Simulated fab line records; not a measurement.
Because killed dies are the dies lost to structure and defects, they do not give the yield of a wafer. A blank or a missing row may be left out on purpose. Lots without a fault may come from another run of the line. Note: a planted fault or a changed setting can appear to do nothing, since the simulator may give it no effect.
Chamber matching + flow sky130 + SKY_LI_CONTACT_CMP_24 on cmp-02 has 4 sister chambers
The step polishes, stops on PSG, t overpolish 20 s, target thk 0 nm. 18 wafers are shown with their chamber, then 9 later ones without.

WAFERS, EACH WITH ITS CHAMBER
| wafer  | chamber | motorCurrentA (A) | timeToEndpointS (s) | overpolishRunS (s) |
|--------|---------|-------------------|---------------------|--------------------|
| L076.2 | 2       | 9.7               | 94                  | 20.007             |
| L076.4 | 1       | 12.2              | 96                  | 20.014             |
| L076.6 | 3       | 9.6               | 87                  | 19.993             |
| L077.1 | 1       | 12.7              | 99                  | 19.995             |
| L077.4 | 2       | 10.2              | 96                  | 19.997             |
| L077.5 | 2       | 10.2              | 94                  | 19.993             |
| L080.1 | 1       | 12.3              | 99                  | 19.996             |
| L080.3 | 2       | 10.2              | 94                  | 19.993             |
| L080.4 | 3       | 9.9               | 95                  | 19.989             |
| L084.1 | 2       | 10.6              | 99                  | 20.002             |
| L084.2 | 0       | 11.4              | 105                 | 19.990             |
| L084.4 | 1       | 13.3              | 102                 | 20.010             |
| L086.2 | 1       | 12.6              | 98                  | 19.995             |
| L086.4 | 2       | 9.7               | 98                  | 19.991             |
| L086.5 | 2       | 10.1              | 98                  | 19.990             |
| L087.1 | 0       | 11.1              | 99                  | 19.995             |
| L087.3 | 2       | 10.3              | 93                  | 19.998             |
| L087.5 | 1       | 12.7              | 95                  | 19.994             |

SIGNATURES (means of the wafers above)
| reading         | chamber 0 | chamber 1 | chamber 2 | chamber 3 | scatter within a chamber |
|-----------------|-----------|-----------|-----------|-----------|--------------------------|
| motorCurrentA   | 11.250    | 12.633    | 10.125    | 9.750     | 0.325                    |
| timeToEndpointS | 102.00    | 98.17     | 95.75     | 91.00     | 2.91                     |
| overpolishRunS  | 19.99250  | 20.00067  | 19.99638  | 19.99100  | 0.00684                  |
Rule: for a wafer and a chamber, the distance is found by dividing, reading by reading, the gap between the wafer's reading and the chamber's mean by the reading's scatter, squaring, summing and taking the root. If the next closest chamber is less than 2 further off than the closest, the wafer can't be placed; otherwise it belongs to the closest. The scatter: take each reading less its chamber's mean, square it, sum over the shown wafers, divide by the number of wafers less the number of chambers, and take the root.

WAFERS WHOSE CHAMBER IS MISSING
| wafer  | motorCurrentA (A) | timeToEndpointS (s) | overpolishRunS (s) |
|--------|-------------------|---------------------|--------------------|
| L090.1 | 11.9              | 100                 | 20.007             |
| L090.4 | 11.1              | 99                  | 19.980             |
| L090.5 | 12.7              | 100                 | 20.005             |
| L097.1 | 10.2              | 99                  | 19.975             |
| L097.2 | 9.9               | 93                  | 19.991             |
| L097.4 | 12.3              | 97                  | 19.993             |
| L096.2 | 10.0              | 92                  | 20.011             |
| L096.3 | 11.1              | 101                 | 20.005             |
| L096.4 | 10.2              | 91                  | 20.006             |

WHICH CHAMBER EACH WENT THROUGH
| wafer  | from the rows above          | in truth |
|--------|------------------------------|----------|
| L090.1 | can't be placed: 1 or 0      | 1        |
| L090.4 | can't be placed: 0 or 2      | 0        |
| L090.5 | 1                            | 1        |
| L097.1 | can't be placed: 2 or 3 or 0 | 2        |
| L097.2 | can't be placed: 3 or 2      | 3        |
| L097.4 | 1                            | 1        |
| L096.2 | can't be placed: 2 or 3      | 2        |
| L096.3 | can't be placed: 0 or 2      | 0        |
| L096.4 | can't be placed: 2 or 3      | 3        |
Placed correctly: 2 of 9. Can't be placed from these rows: 7 (the true chamber is among the candidates in 7). 0 placed wrongly.
